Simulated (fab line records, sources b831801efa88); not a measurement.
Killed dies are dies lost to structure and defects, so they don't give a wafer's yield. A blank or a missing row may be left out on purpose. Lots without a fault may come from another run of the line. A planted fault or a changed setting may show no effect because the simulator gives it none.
Chamber matching | flow gf180mcu | GF_V2_CMP_26 on cmp-01: 4 sister chambers
The step polishes, stops on SiO2, t overpolish 15 s, target thk 0 nm. 4 wafers are shown with their chamber, then 7 later ones without.

WAFERS WITH THEIR CHAMBER
wafer  | chamber | motor_current_A (A)
L158.3 | 1       | 10.2
L162.2 | 3       | 10.3
L167.5 | 0       | 12.2
L168.5 | 2       | 11.0

WAFERS WITHOUT THEIR CHAMBER
wafer  | motor_current_A (A)
L168.6 | 10.3
L172.2 | 10.5
L172.5 | 9.8
L172.6 | 11.2
L176.1 | 10.8
L176.4 | 10.4
L176.6 | 10.4

WHICH CHAMBER EACH WENT THROUGH
wafer  | from the rows above          | in truth
L168.6 | can't be placed: 3 or 1      | 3
L172.2 | can't be placed: 3 or 1 or 2 | 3
L172.5 | can't be placed: 1 or 3      | 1
L172.6 | 2                            | 2
L176.1 | can't be placed: 2 or 3 or 1 | 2
L176.4 | can't be placed: 3 or 1      | 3
L176.6 | can't be placed: 3 or 1      | 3
Placed correctly: 1 of 7. Can't be placed from these rows: 6 (the true chamber is among the candidates in 6). Placed wrongly: 0.
How it was worked out, from the rows above alone: a wafer's distance from a chamber is the root of the sum, over the readings, of the square of ((its reading less the chamber's mean) divided by the reading's scatter). The wafer belongs to the nearest chamber; if the next one is less than 2 further off, it can't be placed. A chamber's mean is the mean of its shown wafers. The scatter: with one shown wafer a chamber, the root of the mean of the squares of how far each hidden wafer lies from its nearest shown one.
